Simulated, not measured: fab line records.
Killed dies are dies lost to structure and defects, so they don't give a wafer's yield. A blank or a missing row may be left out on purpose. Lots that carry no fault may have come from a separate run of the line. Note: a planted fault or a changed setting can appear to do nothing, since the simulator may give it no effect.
Chamber matching -- flow sfq line -- SFQ_TRILAYER_I2_DEP_PECVD_063 on pecvd-03: 3 sister chambers
The step deposits SiO2 from SiH4/N2O, time 111.11 s, target thk 500 nm. 5 wafers are shown with their chamber, then 8 later ones without.

## WAFERS WITH THEIR CHAMBER
wafer,chamber,throttle valve pct (%),heater power w (W)
L929.4,2,26.0,54
L937.1,0,24.6,76
L937.2,1,27.5,96
L937.6,0,24.5,86
L939.1,1,27.3,93

## WAFERS WITH NO CHAMBER GIVEN
wafer,throttle valve pct (%),heater power w (W)
L939.2,26.2,45
L939.6,24.3,87
L940.1,27.2,93
L940.2,24.3,89
L940.6,24.3,93
L947.3,22.5,87
L947.4,23.1,89
L947.6,23.1,37

## WHICH CHAMBER EACH ONE RAN IN
wafer,from the rows above,in truth
L939.2,2,2
L939.6,0,0
L940.1,1,1
L940.2,0,0
L940.6,0,0
L947.3,0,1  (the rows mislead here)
L947.4,0,0
L947.6,0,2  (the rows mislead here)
Correct placement for 6 of the 8. Not placeable from these rows: 0. Placed wrongly: 2.
How it was worked out, from the rows above alone: a wafer's distance from a chamber is the root of the sum, over the readings, of the square of ((its reading less the chamber's mean) divided by the reading's scatter). The wafer belongs to the nearest chamber; if the next one is less than 2 further off, it can't be placed. Each chamber's mean is taken over the wafers shown for it. How the scatter is found: for the shown wafers, subtract from each reading the mean of its chamber, square and add these, divide the total by (wafers less chambers), then take the root.
